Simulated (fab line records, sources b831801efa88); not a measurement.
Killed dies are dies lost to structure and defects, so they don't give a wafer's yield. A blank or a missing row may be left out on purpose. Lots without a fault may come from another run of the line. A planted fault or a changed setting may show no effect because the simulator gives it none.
fab line records | flow sky130
record lots=5 wafers=15 last_day=50
route steps=708 shown VIA1@470 METAL2@483
lots that met no fault: from a run of the same line without faults
start_h: hours from the record's first day to the start of the lot's first wafer shown | wait_h: hours since the lot's step before | " the same as in the row above | L1.1+2: a row that stands for several wafers | - no value, or no start given | * or withheld: withheld | < > ~ a bound
route shown NAME@n: a module of which the file shows steps, and the number in the route of the first | usual: mean/standard deviation of fault-free wafers | same: alike in all rows | chamber/n: place in a boat | sites: the reading at each site | _std_site: their standard deviation | _edge_site: outer sites' mean less inner sites' | radius_mm: how far each site lies from the wafer's centre | mask NAME#n: copy n | behind: the tool/chamber that last shaped the wafer | hold: why the lot was held/for how many hours/how that ended | device: the transistor (n, p or np) that didn't switch | end of line: the same wafers' tests at the end of the route | a step without rows: its recipe alone | killed: dies lost to structure and defects at the first sort, not the wafer's yield | map: a wafer's dies, x killed, . not, _ none there
set.NAME: the setting as run; set.NAME@STEP: as run at that earlier step | model.NAME: the simulator's own value behind a step, which no gauge read
lots at some steps of the route; a table a step, a row a wafer
services: from which hour (start_h, from the record's first day; less than 0 if before it) a tool's chamber was out of use, for how many hours, and why
## steps
# step SKY_VIA1_CD_MEAS_12
# recipe target_cd_nm=150
# usual cd_nm=150.5/2
# columns lot.wafer tool chamber start_h wait_h cd_nm
L074.4 cd_sem-02 - 788.83 - 151.0
L074.5 " - " " 152.5
L074.6 " - " " 148.4
L076.1 cd_sem-02 - 808.61 - 147.9
L076.2 " - " " 148.1
L076.3 " - " " 146.7
L086.1 cd_sem-01 - 883.26 - 150.1
L086.5 " - " " 149.6
L086.6 " - " " 152.3
L094.1 cd_sem-01 - 937.47 - 147.9
L094.4 " - " " 148.3
L094.6 " - " " 147.7
L096.3 cd_sem-02 - 950.91 - 146.6
L096.5 " - " " 146.7
L096.6 " - " " 146.7
# step SKY_VIA1_OVL_MEAS_13
# usual VIA1_OVL=-2/4.9
# columns lot.wafer tool chamber start_h wait_h VIA1_OVL[nm]
L074.4 overlay-01 - 788.90 0.1 3
L074.5 " - " " 2
L074.6 " - " " -4
L076.1 overlay-01 - 808.73 0.1 6
L076.2 " - " " 6
L076.3 " - " " -4
L086.1 overlay-01 - 883.38 0.1 -5
L086.5 " - " " -1
L086.6 " - " " -6
L094.1 overlay-02 - 937.59 0.1 -5
L094.4 " - " " -4
L094.6 " - " " -10
L096.3 overlay-01 - 951.00 0.1 5
L096.5 " - " " 4
L096.6 " - " " -1
# step SKY_VIA1_ETCH_14
# recipe chemistry=N2/H2 target=BARC ion_energy_ev=200 source_w=500 bias_w=100 pressure_mtorr=30 n2_flow_sccm=100 h2_flow_sccm=200 stop_on=SiO2 time_s=45.9 target_depth_a=600
# usual drypump_motor_current_A=5.8/0.55 n2_flow_sccm=100.0/0.3 oes_product_au=0.854/0.0048 throttle_valve_pct=13.224/0.0082
# columns lot.wafer tool chamber start_h wait_h drypump_motor_current_A n2_flow_sccm oes_product_au rf_hours_counter_h throttle_valve_pct
L074.4 rie_diel-04 3 788.94 0.0 5.9 99.7 0.854 - 13.221
L074.5 " 2 " " 6.4 99.9 0.855 - 13.222
L074.6 " 1 " " 5.1 99.9 0.850 - 13.224
L076.1 rie_diel-04 2 808.77 0.0 6.4 99.8 0.848 15 13.222
L076.2 " 3 " " 5.9 100.5 0.860 13 13.226
L076.3 " 1 " " 5.1 99.9 0.850 14 13.219
L086.1 rie_diel-04 3 883.42 0.0 5.8 100.2 0.861 16 13.229
L086.5 " 2 " " 6.5 99.9 0.860 - 13.235
L086.6 " 1 " " 5.1 99.9 0.849 - 13.233
L094.1 rie_diel-04 1 937.62 0.0 5.0 100.0 0.858 18 13.230
L094.4 " 3 " " 5.9 99.8 0.849 17 13.223
L094.6 " 2 " " 6.5 99.7 0.848 - 13.214
L096.3 rie_diel-04 3 951.02 0.0 5.8 99.9 0.852 18 13.239
L096.5 " 3 " " 5.8 99.3 0.848 - 13.222
L096.6 " 0 " " 5.6 99.8 0.854 - 13.219
# step SKY_VIA1_ETCH_15
# recipe target=SiO2 chemistry=C4F8/O2/Ar target_depth_nm=351 stop_on=TiN mask_material=KrF-thick source_w=1500 bias_w=1200 pressure_mtorr=40 c4f8_flow_sccm=withheld O2_flow_sccm=6 Ar_flow_sccm=300 time_s=54
# usual oes_product_au=0.981/0.0061
# columns lot.wafer tool chamber start_h wait_h oes_product_au rf_hours_counter_h
L074.4 rie_diel-04 3 788.99 0.0 0.983 -
L074.5 " 2 " " 0.988 -
L074.6 " 1 " " 0.980 -
L076.1 rie_diel-04 2 808.81 0.0 0.973 15
L076.2 " 3 " " 0.984 13
L076.3 " 1 " " 0.983 14
L086.1 rie_diel-04 3 883.46 0.0 0.981 16
L086.5 " 2 " " 0.968 -
L086.6 " 1 " " 0.975 -
L094.1 rie_diel-04 1 937.67 0.0 0.985 18
L094.4 " 3 " " 0.975 17
L094.6 " 2 " " 0.976 -
L096.3 rie_diel-04 3 951.07 0.0 0.983 18
L096.5 " 3 " " 0.972 -
L096.6 " 0 " " 0.986 -
# step SKY_VIA1_STRIP_16
# recipe chemistry=O2/N2 power_w=1400 pressure_mtorr=1500 platen_temp_c=withheld o2_flow_sccm=3000 n2_flow_sccm=300 overash_fraction=0.5
# usual drypump_motor_current_A=5.8/0.45 n2_flow_sccm=300.1/0.77 oes_product_au=0.415/0.0043 strip_time_to_endpoint_s=4.458/0.025
# columns lot.wafer tool chamber start_h wait_h drypump_motor_current_A n2_flow_sccm oes_product_au rf_hours_counter_h strip_time_to_endpoint_s
L074.4 plasma_asher-03 0 789.04 0.0 5.7 299.9 0.418 - 4.493
L074.5 " 1 " " 6.1 300.2 0.411 - 4.477
L074.6 " 0 " " 5.7 301.3 0.415 - 4.444
L076.1 plasma_asher-01 0 808.86 0.0 6.3 300.1 0.419 99 4.476
L076.2 " 1 " " 5.6 301.4 0.412 99 4.458
L076.3 " 0 " " 6.3 299.1 0.416 - 4.466
L086.1 plasma_asher-03 0 883.51 0.0 5.7 298.8 0.422 13 4.439
L086.5 " 0 " " 5.7 299.7 0.417 - 4.471
L086.6 " 1 " " 6.2 301.5 0.405 - 4.438
L094.1 plasma_asher-03 1 937.71 0.0 6.2 298.8 0.419 18 4.438
L094.4 " 0 " " 5.7 300.2 0.411 - 4.471
L094.6 " 1 " " 6.1 298.8 0.412 - 4.508
L096.3 plasma_asher-02 1 951.15 0.1 5.8 299.8 0.412 - 4.436
L096.5 " 0 " " 4.8 300.8 0.416 - 4.425
L096.6 " 1 " " 5.8 300.0 0.418 - 4.466
# step SKY_VIA1_STRIP_17
# recipe chemistry=post_etch_residue_remover time_s=1200 temp_c=72.5
# columns lot.wafer tool chamber start_h wait_h
L074.4+5+6 wet_bench-01 3 789.11 0.0
L076.1+2+3 wet_bench-04 3 808.96 0.1
L086.1+5+6 wet_bench-02 0 883.61 0.1
L094.1+4+6 wet_bench-01 0 937.81 0.1
L096.3+5+6 wet_bench-04 3 951.21 0.0
# step SKY_VIA1_CLEAN_18
# recipe chemistry=IPA time_s=180 temp_c=25
# columns lot.wafer tool chamber start_h wait_h
L074.4+5+6 wet_bench-01 2 789.48 0.0
L076.1+2+3 wet_bench-01 0 809.30 0.0
L086.1+5+6 wet_bench-01 2 883.95 0.0
L094.1+4+6 wet_bench-04 2 938.15 0.0
L096.3+5+6 wet_bench-01 1 951.90 0.0
# step SKY_VIA1_CLEAN_19
# recipe chemistry=O3/DIW dry=n2_spin
# columns lot.wafer tool chamber start_h wait_h
L074.4+5+6 wet_bench-04 0 789.60 0.0
L076.1+2+3 wet_bench-04 2 809.36 0.0
L086.1+5+6 wet_bench-02 0 884.01 0.0
L094.1+4+6 wet_bench-01 1 938.21 0.0
L096.3+5+6 wet_bench-02 3 951.96 0.0
# step SKY_VIA1_SPUTTER_20
# recipe material=TiN target_thk_nm=20 chamber_pressure_pa=5 power_w=4000 time_s=80
# usual throttle_valve_pct=30.2/0.94
# columns lot.wafer tool chamber start_h wait_h throttle_valve_pct
L074.4 pvd_sputter-01 - 789.69 0.0 31.1
L074.5 " - " " 30.6
L074.6 " - " " 30.9
L076.1 pvd_sputter-04 - 809.45 0.0 29.7
L076.2 " - " " 30.0
L076.3 " - " " 30.5
L086.1 pvd_sputter-03 - 884.10 0.0 31.5
L086.5 " - " " 29.7
L086.6 " - " " 28.9
L094.1 pvd_sputter-03 - 938.30 0.0 29.5
L094.4 " - " " 28.7
L094.6 " - " " 31.6
L096.3 pvd_sputter-01 - 952.06 0.0 30.3
L096.5 " - " " 31.5
L096.6 " - " " 30.7
# step SKY_VIA1_CVD_21
# recipe material=W target_thk_nm=270 time_s=80.902 temp_c=400 pressure_torr=40
# usual chamber_pressure_Torr=39.98/0.089 heater_power_w=800/32 susceptor_temp_C=399.97/0.23
# columns lot.wafer tool chamber start_h wait_h chamber_pressure_Torr heater_power_w susceptor_temp_C
L074.4 cvd_w-01 1 789.78 0.1 39.98 787 400.04
L074.5 " 0 " " 40.05 844 399.87
L074.6 " 1 " " 40.06 752 399.65
L076.1 cvd_w-01 1 809.51 0.0 40.15 814 399.76
L076.2 " 0 " " 40.11 840 400.16
L076.3 " 0 " " 40.07 839 399.86
L086.1 cvd_w-01 1 884.16 0.0 39.92 788 399.86
L086.5 " 1 " " 39.94 800 399.45
L086.6 " 0 " " 39.87 848 400.33
L094.1 cvd_w-01 1 938.37 0.0 39.92 742 399.83
L094.4 " 1 " " 40.08 771 399.93
L094.6 " 0 " " 39.96 792 399.99
L096.3 cvd_w-01 1 952.18 0.1 40.00 761 400.29
L096.5 " 1 " " 40.03 756 399.93
L096.6 " 1 " " 39.80 740 400.11
# step SKY_VIA1_RS_MEAS_22
# recipe thk_meas_gauge=four-point-probe reads=W_of_VIA1_CVD_21+TiN_of_VIA1_SPUTTER_20
# usual VIA1_W_RS=0.431/0.0046
# columns lot.wafer tool chamber start_h wait_h VIA1_W_RS[ohm/sq]
L074.4 film_metro-04 - 789.90 0.1 0.431
L074.5 " - " " 0.427
L074.6 " - " " 0.430
L076.1 film_metro-03 - 809.60 0.1 0.434
L076.2 " - " " 0.432
L076.3 " - " " 0.429
L086.1 film_metro-04 - 884.25 0.1 0.426
L086.5 " - " " 0.422
L086.6 " - " " 0.426
L094.1 film_metro-03 - 938.46 0.1 0.426
L094.4 " - " " 0.424
L094.6 " - " " 0.426
L096.3 film_metro-03 - 952.35 0.1 0.426
L096.5 " - " " 0.428
L096.6 " - " " 0.429
# step SKY_VIA1_THK_MEAS_23
# recipe thk_meas_gauge=xrf reads=W_of_VIA1_CVD_21
# usual VIA1_W_THK=269.4/2.9
# columns lot.wafer tool chamber start_h wait_h VIA1_W_THK[nm]
L074.4 film_metro-04 - 789.99 0.1 270.5
L074.5 " - " " 270.5
L074.6 " - " " 269.9
L076.1 film_metro-03 - 809.72 0.1 267.2
L076.2 " - " " 270.2
L076.3 " - " " 269.5
L086.1 film_metro-04 - 884.37 0.1 273.3
L086.5 " - " " 275.1
L086.6 " - " " 272.2
L094.1 film_metro-03 - 938.58 0.1 272.2
L094.4 " - " " 274.8
L094.6 " - " " 271.4
L096.3 film_metro-03 - 952.45 0.1 272.0
L096.5 " - " " 268.3
L096.6 " - " " 270.8
# step SKY_VIA1_CMP_24
# recipe stop_on=SiO2 t_overpolish_s=15 down_force_psi=3.5 platen_rpm=60 target_thk_nm=0 pad_velocity_m_s=0.94248
# usual motor_current_A=11.5/1.6 overpolish_run_s=15.000/0.0085 platen_rpm=60.00/0.045 retaining_ring_pressure_frac=1.000/0.0053 time_to_endpoint_s=64/3.5
# columns lot.wafer tool chamber start_h wait_h motor_current_A overpolish_run_s platen_rpm retaining_ring_pressure_frac time_to_endpoint_s
L074.4 cmp-01 3 790.12 0.1 12.3 15.011 60.03 1.005 62
L074.5 " 1 " " 13.8 14.986 60.01 1.019 61
L074.6 " 2 " " 8.4 14.997 59.97 1.003 56
L076.2 cmp-01 1 809.83 0.1 14.0 14.986 59.93 1.005 63
L076.3 " 2 " " 7.9 15.003 60.00 0.997 59
L076.1 " 3 " " 11.7 14.995 59.98 0.990 65
L086.1 cmp-01 0 884.74 0.4 11.7 15.000 60.04 1.004 63
L086.5 " 1 " " 13.0 14.999 60.03 1.000 65
L086.6 " 2 " " 8.4 14.989 60.02 1.004 59
L094.4 cmp-02 2 938.69 0.1 13.0 15.007 60.06 1.000 67
L094.1 " 3 " " 11.7 15.002 59.93 1.008 61
L094.6 " 2 " " 12.8 14.997 60.05 1.009 68
L096.3 cmp-02 0 952.54 0.1 9.2 14.995 59.99 0.990 72
L096.6 " 3 " " 11.6 14.998 59.96 1.002 66
L096.5 " 0 " " 10.0 15.002 60.02 0.998 73
# step SKY_METAL2_SPUTTER_00
# recipe material=Ti target_thk_nm=15 power_w=3000 time_s=10 chamber_pressure_pa=0.4
# usual throttle_valve_pct=30.1/1
# columns lot.wafer tool chamber start_h wait_h throttle_valve_pct
L074.4 pvd_sputter-02 - 790.32 0.1 30.8
L074.5 " - " " 30.0
L074.6 " - " " 30.8
L076.1 pvd_sputter-01 - 810.08 0.1 31.6
L076.2 " - " " 30.2
L076.3 " - " " 30.7
L086.1 pvd_sputter-01 - 884.89 0.1 30.4
L086.5 " - " " 30.2
L086.6 " - " " 31.0
L094.1 pvd_sputter-03 - 938.94 0.1 29.5
L094.4 " - " " 29.0
L094.6 " - " " 30.8
L096.3 pvd_sputter-02 - 952.79 0.2 30.7
L096.5 " - " " 27.9
L096.6 " - " " 31.0
# step SKY_METAL2_SPUTTER_01
# recipe material=TiN target_thk_nm=20 power_w=6500 time_s=16.7 chamber_pressure_pa=0.4
# usual throttle_valve_pct=30.1/1
# columns lot.wafer tool chamber start_h wait_h throttle_valve_pct
L074.4 pvd_sputter-02 - 790.34 0.0 30.9
L074.5 " - " " 30.1
L074.6 " - " " 30.7
L076.1 pvd_sputter-01 - 810.10 0.0 31.6
L076.2 " - " " 30.4
L076.3 " - " " 31.1
L086.1 pvd_sputter-01 - 884.91 0.0 30.2
L086.5 " - " " 30.3
L086.6 " - " " 30.8
L094.1 pvd_sputter-03 - 938.96 0.0 29.7
L094.4 " - " " 28.9
L094.6 " - " " 30.9
L096.3 pvd_sputter-02 - 952.81 0.0 30.7
L096.5 " - " " 28.0
L096.6 " - " " 30.7
# step SKY_METAL2_SPUTTER_02
# recipe material=AlCu target_thk_nm=250 power_w=10600 time_s=13.3 chamber_pressure_pa=0.4
# usual throttle_valve_pct=30.1/1
# columns lot.wafer tool chamber start_h wait_h throttle_valve_pct
L074.4 pvd_sputter-02 - 790.37 0.0 30.8
L074.5 " - " " 30.0
L074.6 " - " " 30.8
L076.1 pvd_sputter-01 - 810.13 0.0 31.4
L076.2 " - " " 30.2
L076.3 " - " " 30.8
L086.1 pvd_sputter-01 - 884.94 0.0 30.1
L086.5 " - " " 30.1
L086.6 " - " " 30.7
L094.1 pvd_sputter-03 - 938.99 0.0 29.5
L094.4 " - " " 28.7
L094.6 " - " " 30.9
L096.3 pvd_sputter-02 - 952.83 0.0 30.6
L096.5 " - " " 27.9
L096.6 " - " " 30.8
# step SKY_METAL2_SPUTTER_03
# recipe material=Ti target_thk_nm=5 power_w=3000 time_s=3.3 chamber_pressure_pa=0.4
# usual throttle_valve_pct=30.1/1
# columns lot.wafer tool chamber start_h wait_h throttle_valve_pct
L074.4 pvd_sputter-02 - 790.39 0.0 30.8
L074.5 " - " " 30.3
L074.6 " - " " 31.0
L076.1 pvd_sputter-01 - 810.15 0.0 31.3
L076.2 " - " " 30.3
L076.3 " - " " 30.8
L086.1 pvd_sputter-01 - 884.96 0.0 30.6
L086.5 " - " " 30.3
L086.6 " - " " 31.1
L094.1 pvd_sputter-03 - 939.01 0.0 29.6
L094.4 " - " " 29.0
L094.6 " - " " 30.6
L096.3 pvd_sputter-02 - 952.86 0.0 30.5
L096.5 " - " " 28.0
L096.6 " - " " 30.9
# step SKY_METAL2_SPUTTER_04
# recipe material=TiN target_thk_nm=70 power_w=6500 time_s=58.3 chamber_pressure_pa=0.4
# usual throttle_valve_pct=30.1/1
# columns lot.wafer tool chamber start_h wait_h throttle_valve_pct
L074.4 pvd_sputter-02 - 790.41 0.0 30.6
L074.5 " - " " 30.3
L074.6 " - " " 30.6
L076.1 pvd_sputter-01 - 810.17 0.0 31.5
L076.2 " - " " 30.4
L076.3 " - " " 31.0
L086.1 pvd_sputter-01 - 884.98 0.0 30.0
L086.5 " - " " 30.2
L086.6 " - " " 30.7
L094.1 pvd_sputter-03 - 939.03 0.0 29.5
L094.4 " - " " 28.8
L094.6 " - " " 31.2
L096.3 pvd_sputter-02 - 952.88 0.0 30.5
L096.5 " - " " 28.2
L096.6 " - " " 30.7
# step SKY_METAL2_RS_MEAS_05
# recipe thk_meas_gauge=four-point-probe reads=TiN_of_METAL2_SPUTTER_04+Ti_of_METAL2_SPUTTER_03+AlCu_of_METAL2_SPUTTER_02+TiN_of_METAL2_SPUTTER_01+Ti_of_METAL2_SPUTTER_00
# usual METAL2_ALCU_RS=0.1266/0.0015
# columns lot.wafer tool chamber start_h wait_h METAL2_ALCU_RS[ohm/sq]
L074.4 film_metro-02 - 790.52 0.1 0.1267
L074.5 " - " " 0.1269
L074.6 " - " " 0.1262
L076.1 film_metro-02 - 810.22 0.0 0.1260
L076.2 " - " " 0.1300
L076.3 " - " " 0.1267
L086.1 film_metro-01 - 885.03 0.0 0.1287
L086.5 " - " " 0.1286
L086.6 " - " " 0.1285
L094.1 film_metro-02 - 939.08 0.0 0.1263
L094.4 " - " " 0.1259
L094.6 " - " " 0.1261
L096.3 film_metro-01 - 952.96 0.1 0.1275
L096.5 " - " " 0.1266
L096.6 " - " " 0.1273
# step SKY_METAL2_THK_MEAS_06
# recipe thk_meas_gauge=xrf reads=AlCu_of_METAL2_SPUTTER_02
# usual METAL2_ALCU_THK=248/3
# columns lot.wafer tool chamber start_h wait_h METAL2_ALCU_THK[nm]
L074.4 film_metro-02 - 790.61 0.1 249
L074.5 " - " " 249
L074.6 " - " " 248
L076.1 film_metro-02 - 810.34 0.1 251
L076.2 " - " " 245
L076.3 " - " " 249
L086.1 film_metro-01 - 885.15 0.1 245
L086.5 " - " " 243
L086.6 " - " " 243
L094.1 film_metro-02 - 939.20 0.1 251
L094.4 " - " " 251
L094.6 " - " " 248
L096.3 film_metro-01 - 953.06 0.1 248
L096.5 " - " " 248
L096.6 " - " " 245
# step SKY_METAL2_DEHYDRATE_07
# recipe temp_c=200 time_s=60
# usual exhaust_pa=45.0/0.76 plate_temp_C=199.99/0.14
# columns lot.wafer tool chamber start_h wait_h exhaust_pa plate_temp_C
L074.4 litho_track-04 0 802.84 12.2 44.2 200.35
L074.5 " 0 " " 45.2 200.25
L074.6 " 0 " " 44.9 200.18
L076.1 litho_track-03 0 822.71 12.4 46.5 199.77
L076.2 " 0 " " 46.1 199.71
L076.3 " 0 " " 44.5 199.84
L086.1 litho_track-02 0 897.44 12.3 43.7 199.92
L086.5 " 0 " " 44.4 199.89
L086.6 " 0 " " 45.3 199.86
L094.1 litho_track-04 0 950.61 11.4 44.9 199.92
L094.4 " 0 " " 45.9 200.02
L094.6 " 0 " " 45.8 200.09
L096.3 litho_track-02 0 964.44 11.4 46.2 200.12
L096.5 " 0 " " 43.2 199.99
L096.6 " 0 " " 44.0 199.94
# step SKY_METAL2_HMDS_08
# recipe prime_time_s=60 prime_temp_c=120
# usual exhaust_pa=45.0/0.78 prime_temp_c=119.99/0.14
# columns lot.wafer tool chamber start_h wait_h exhaust_pa prime_temp_c
L074.4 litho_track-04 0 802.99 0.1 45.1 120.29
L074.5 " 0 " " 45.5 120.24
L074.6 " 0 " " 45.5 120.01
L076.1 litho_track-03 0 822.86 0.1 43.5 119.89
L076.2 " 0 " " 43.6 119.77
L076.3 " 0 " " 45.4 119.90
L086.1 litho_track-02 0 897.59 0.1 45.3 120.02
L086.5 " 0 " " 46.0 120.05
L086.6 " 0 " " 45.7 119.74
L094.1 litho_track-04 0 950.76 0.1 46.1 119.69
L094.4 " 0 " " 45.1 119.83
L094.6 " 0 " " 43.6 119.79
L096.3 litho_track-02 0 964.59 0.1 45.9 120.08
L096.5 " 0 " " 45.0 120.04
L096.6 " 0 " " 44.2 120.10
# step SKY_METAL2_COAT_09
# recipe resist=BARC temp_c=withheld time_s=withheld spin_rpm=3000 resist_thk_nm=60
# usual exhaust_pa=45.2/0.86 spin_speed_rpm=3000.5/1.9
# columns lot.wafer tool chamber start_h wait_h exhaust_pa spin_speed_rpm
L074.4 litho_track-04 0 803.14 0.1 44.1 2997.7
L074.5 " 0 " " 44.3 2999.2
L074.6 " 0 " " 45.0 3000.7
L076.1 litho_track-03 0 823.01 0.1 45.5 3003.0
L076.2 " 0 " " 45.0 3003.9
L076.3 " 0 " " 45.9 3002.6
L086.1 litho_track-02 0 897.74 0.1 45.6 2998.4
L086.5 " 0 " " 44.6 2997.8
L086.6 " 0 " " 44.4 2998.0
L094.1 litho_track-04 0 950.91 0.1 42.7 3000.1
L094.4 " 0 " " 43.3 2997.8
L094.6 " 0 " " 44.5 3002.0
L096.3 litho_track-02 0 964.74 0.1 46.4 3000.0
L096.5 " 0 " " 47.2 3001.7
L096.6 " 0 " " 45.5 2997.8
# step SKY_METAL2_COAT_10
# recipe resist=KrF-thick spin_rpm=3000 resist_thk_nm=450
# usual exhaust_pa=45.0/1.1 spin_speed_rpm=3000.1/2
# columns lot.wafer tool chamber start_h wait_h exhaust_pa spin_speed_rpm
L074.4 litho_track-04 0 - - 43.6 2998.7
L074.5 " 0 " " 45.3 2997.7
L074.6 " 0 " " 45.2 3000.2
L076.1 litho_track-03 0 - - 45.1 2997.0
L076.2 " 0 " " 44.2 3000.0
L076.3 " 0 " " 43.0 2996.2
L086.1 litho_track-02 0 - - 44.7 3001.5
L086.5 " 0 " " 45.3 2999.1
L086.6 " 0 " " 46.3 3000.3
L094.1 litho_track-04 0 - - 44.6 3001.5
L094.4 " 0 " " 44.2 2998.5
L094.6 " 0 " " 44.5 3001.1
L096.3 litho_track-02 0 - - 44.9 3003.2
L096.5 " 0 " " 46.1 2997.8
L096.6 " 0 " " 46.1 3000.2
# step SKY_METAL2_SOFTBAKE_11
# recipe temp_c=100 time_s=90 resist=KrF-thick
# usual exhaust_pa=45.1/0.94 plate_temp_C=99.97/0.13
# columns lot.wafer tool chamber start_h wait_h exhaust_pa plate_temp_C
L074.4 litho_track-04 0 - - 45.9 100.06
L074.5 " 0 " " 45.7 100.00
L074.6 " 0 " " 44.6 99.94
L076.1 litho_track-03 0 - - 45.1 99.89
L076.2 " 0 " " 45.8 100.05
L076.3 " 0 " " 44.7 100.01
L086.1 litho_track-02 0 - - 45.2 99.94
L086.5 " 0 " " 45.0 100.04
L086.6 " 0 " " 44.4 99.92
L094.1 litho_track-04 0 - - 46.8 99.94
L094.4 " 0 " " 45.2 99.86
L094.6 " 0 " " 46.0 99.88
L096.3 litho_track-02 0 - - 44.6 100.07
L096.5 " 0 " " 41.7 100.07
L096.6 " 0 " " 42.9 99.88
# step SKY_METAL2_EXPOSE_12
# recipe mask_id=MM2 na=0.8 source_shape=annular sigma_inner=0.55 sigma_outer=0.85 target_cd_nm=140 dose_mj=28
# columns lot.wafer tool chamber start_h wait_h mask
L074.4+5+6 krf_scanner-02 0 - - MM2#0
L076.1+2+3 krf_scanner-01 0 - - MM2#0
L086.1+5+6 krf_scanner-02 0 - - MM2#0
L094.1+4+6 krf_scanner-01 0 - - MM2#0
L096.3+5+6 krf_scanner-01 0 - - MM2#0
# step SKY_METAL2_PEB_13
# recipe peb_temp_c=withheld peb_time_s=withheld resist=KrF-thick
# usual exhaust_pa=45.0/0.92
# columns lot.wafer tool chamber start_h wait_h exhaust_pa
L074.4 litho_track-03 0 - - 46.0
L074.5 " 0 " " 45.6
L074.6 " 0 " " 46.0
L076.1 litho_track-04 0 - - 44.8
L076.2 " 0 " " 44.5
L076.3 " 0 " " 44.3
L086.1 litho_track-02 0 - - 45.1
L086.5 " 0 " " 44.6
L086.6 " 0 " " 44.2
L094.1 litho_track-03 0 - - 45.6
L094.4 " 0 " " 46.0
L094.6 " 0 " " 44.1
L096.3 litho_track-04 0 - - 43.6
L096.5 " 0 " " 44.6
L096.6 " 0 " " 44.0
# step SKY_METAL2_DEVELOP_14
# recipe develop_time_s=60 resist=KrF-thick dev_temp_c=21
# usual exhaust_pa=45.2/0.88
# columns lot.wafer tool chamber start_h wait_h exhaust_pa
L074.4 litho_track-03 0 - - 45.2
L074.5 " 0 " " 44.3
L074.6 " 0 " " 44.3
L076.1 litho_track-04 0 - - 46.3
L076.2 " 0 " " 45.7
L076.3 " 0 " " 45.9
L086.1 litho_track-02 0 - - 45.4
L086.5 " 0 " " 45.2
L086.6 " 0 " " 44.8
L094.1 litho_track-03 0 - - 45.3
L094.4 " 0 " " 44.9
L094.6 " 0 " " 45.7
L096.3 litho_track-04 0 - - 45.4
L096.5 " 0 " " 45.1
L096.6 " 0 " " 46.2
# step SKY_METAL2_CD_MEAS_15
# recipe target_cd_nm=140
# usual cd_nm=138.9/1.4
# columns lot.wafer tool chamber start_h wait_h cd_nm
L074.4 cd_sem-02 - 817.12 - 139.1
L074.5 " - " " 140.1
L074.6 " - " " 137.9
L076.1 cd_sem-02 - 836.11 - 137.6
L076.2 " - " " 138.7
L076.3 " - " " 135.2
L086.1 cd_sem-01 - 910.29 - 140.3
L086.5 " - " " 140.5
L086.6 " - " " 141.3
L094.1 cd_sem-01 - 963.46 - 137.6
L094.4 " - " " 136.3
L094.6 " - " " 137.0
L096.3 cd_sem-02 - 976.60 - 140.3
L096.5 " - " " 138.6
L096.6 " - " " 138.8
# step SKY_METAL2_OVL_MEAS_16
# usual METAL2_OVL=-2/5.1
# columns lot.wafer tool chamber start_h wait_h METAL2_OVL[nm]
L074.4 overlay-02 - 817.20 0.1 -10
L074.5 " - " " -3
L074.6 " - " " -9
L076.1 overlay-02 - 836.23 0.1 7
L076.2 " - " " -3
L076.3 " - " " 1
L086.1 overlay-01 - 910.41 0.1 8
L086.5 " - " " 5
L086.6 " - " " 2
L094.1 overlay-02 - 963.58 0.1 -18
L094.4 " - " " -4
L094.6 " - " " -2
L096.3 overlay-02 - 976.70 0.1 2
L096.5 " - " " -2
L096.6 " - " " -5
# step SKY_METAL2_DESCUM_17
# recipe chemistry=O2 source_power_w=150 bias_power_w=0 pressure_mtorr=10 temp_c=40 time_s=8
# usual drypump_motor_current_A=5.6/0.33 oes_product_au=0.994/0.0094
# columns lot.wafer tool chamber start_h wait_h drypump_motor_current_A oes_product_au rf_hours_counter_h
L074.4 rie_metal-03 0 817.23 0.0 5.8 0.988 -
L074.5 " 0 " " 5.8 0.995 -
L074.6 " 1 " " 5.4 0.998 -
L076.1 rie_metal-03 1 836.27 0.0 5.4 1.002 8
L076.2 " 0 " " 5.8 0.982 4
L076.3 " 0 " " 5.8 0.979 -
L086.1 rie_metal-04 1 910.45 0.0 5.9 0.993 13
L086.5 " 1 " " 5.8 0.976 -
L086.6 " 1 " " 5.9 0.989 -
L094.1 rie_metal-04 0 963.62 0.0 6.0 1.020 2
L094.4 " 1 " " 5.8 0.998 -
L094.6 " 0 " " 6.0 1.008 -
L096.3 rie_metal-02 0 976.73 0.0 5.0 0.990 -
L096.5 " 1 " " 5.5 0.995 -
L096.6 " 0 " " 5.0 0.976 -
# step SKY_METAL2_ETCH_18
# recipe chemistry=N2/H2 target=BARC ion_energy_ev=200 bias_w=100 pressure_mtorr=30 n2_flow_sccm=100 h2_flow_sccm=200 icp_w=500 stop_on=SiO2 time_s=45.9 target_depth_a=600
# usual drypump_motor_current_A=5.7/0.33 n2_flow_sccm=100.1/0.31 oes_product_au=0.855/0.0047 throttle_valve_pct=13.224/0.0092
# columns lot.wafer tool chamber start_h wait_h drypump_motor_current_A n2_flow_sccm oes_product_au rf_hours_counter_h throttle_valve_pct
L074.4 rie_metal-03 0 817.27 0.0 5.9 100.1 0.855 - 13.231
L074.5 " 0 " " 5.8 100.0 0.855 - 13.232
L074.6 " 1 " " 5.4 99.6 0.856 - 13.224
L076.1 rie_metal-03 1 836.30 0.0 5.4 99.7 0.853 8 13.230
L076.2 " 0 " " 5.8 99.6 0.848 4 13.228
L076.3 " 0 " " 5.8 100.3 0.851 - 13.234
L086.1 rie_metal-04 1 910.51 0.1 5.9 100.3 0.849 13 13.248
L086.5 " 1 " " 5.9 100.1 0.852 - 13.215
L086.6 " 1 " " 5.9 100.5 0.849 - 13.208
L094.1 rie_metal-04 0 963.65 0.0 6.1 100.7 0.859 2 13.215
L094.4 " 1 " " 5.9 99.8 0.854 - 13.217
L094.6 " 0 " " 6.1 100.8 0.852 - 13.225
L096.3 rie_metal-02 0 976.77 0.0 5.0 99.8 0.849 - 13.215
L096.5 " 1 " " 5.5 100.6 0.859 - 13.220
L096.6 " 0 " " 5.0 99.5 0.850 - 13.227
## services
# columns tool chamber start_h hours kind
cvd_w-01 - 770.69 0.9 repair
cmp-01 - 782.30 0.8 repair
rie_diel-04 0 786.20 11.6 repair
cmp-01 - 797.15 2.5 repair
krf_scanner-01 - 802.88 1.0 pm
cmp-01 - 805.97 0.5 repair
pvd_sputter-03 - 806.46 5.6 repair
krf_scanner-01 - 811.06 0.8 pm
pvd_sputter-02 - 819.61 9.3 repair
pvd_sputter-02 - 821.36 15.1 repair
pvd_sputter-01 - 834.76 4.5 repair
rie_diel-04 0 834.93 7.8 repair
rie_metal-03 0 840.03 2.3 repair
rie_metal-04 1 859.94 6.9 repair
pvd_sputter-02 - 867.83 2.4 repair
cvd_w-01 - 904.00 14.0 pm
rie_metal-03 - 904.52 0.4 repair
pvd_sputter-01 - 923.44 2.4 repair
pvd_sputter-03 - 924.54 0.7 repair
pvd_sputter-01 - 948.70 1.9 repair
cvd_w-01 0 950.89 4.2 repair
pvd_sputter-03 - 953.60 6.0 repair
pvd_sputter-03 - 954.75 1.9 repair
cvd_w-01 0 976.42 11.2 repair
## key
fault none
